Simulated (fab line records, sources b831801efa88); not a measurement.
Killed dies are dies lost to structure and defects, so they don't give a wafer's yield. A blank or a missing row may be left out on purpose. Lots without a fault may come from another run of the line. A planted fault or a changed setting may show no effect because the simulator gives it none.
Chamber matching | flow sky130 | SKY_VIA3_CMP_02 on cmp-01: 4 sister chambers
The step polishes SiO2. 14 wafers are shown with their chamber, then 7 later ones without.

WAFERS WITH THEIR CHAMBER
wafer  | chamber | motor_current_A (A) | retaining_ring_pressure_frac
L790.3 | 1       | 11.9                | 0.989
L790.4 | 0       | 11.9                | 1.006
L790.5 | 1       | 11.8                | 0.986
L791.3 | 2       | 12.9                | 1.013
L791.4 | 1       | 11.5                | 0.999
L791.6 | 1       | 11.7                | 0.998
L792.1 | 3       | 10.1                | 0.997
L792.3 | 1       | 11.9                | 1.006
L792.6 | 1       | 12.4                | 1.003
L796.1 | 3       | 11.3                | 1.000
L796.3 | 2       | 13.7                | 0.997
L796.6 | 3       | 10.8                | 0.998
L799.1 | 0       | 11.7                | 0.994
L799.3 | 2       | 13.3                | 1.004

SIGNATURES (means of the wafers above)
reading                      | chamber 0 | chamber 1 | chamber 2 | chamber 3 | scatter within a chamber
motor_current_A              | 11.800    | 11.867    | 13.300    | 10.733    | 0.39
retaining_ring_pressure_frac | 1.00000   | 0.99683   | 1.00467   | 0.99833   | 0.00716
Rule: a wafer's distance from a chamber is the root of the sum, over the readings, of the square of ((its reading less the chamber's mean) divided by the reading's scatter). The wafer belongs to the nearest chamber; if the next one is less than 2 further off, it can't be placed. The scatter: the root of (the sum of the squares of (reading less its chamber's mean) over the shown wafers, divided by (wafers less chambers)).

WAFERS WITHOUT THEIR CHAMBER
wafer  | motor_current_A (A) | retaining_ring_pressure_frac
L799.6 | 11.4                | 0.994
L800.2 | 13.7                | 0.999
L800.4 | 10.2                | 0.993
L800.5 | 11.4                | 1.001
L811.1 | 12.3                | 1.003
L811.3 | 13.6                | 0.998
L811.6 | 12.0                | 1.003

WHICH CHAMBER EACH WENT THROUGH
wafer  | from the rows above          | in truth
L799.6 | can't be placed: 1 or 0 or 3 | 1
L800.2 | 2                            | 2
L800.4 | 3                            | 3
L800.5 | can't be placed: 0 or 1 or 3 | 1
L811.1 | can't be placed: 0 or 1 or 2 | 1
L811.3 | 2                            | 2
L811.6 | can't be placed: 0 or 1      | 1
Placed correctly: 3 of 7. Can't be placed from these rows: 4 (the true chamber is among the candidates in 4). Placed wrongly: 0.
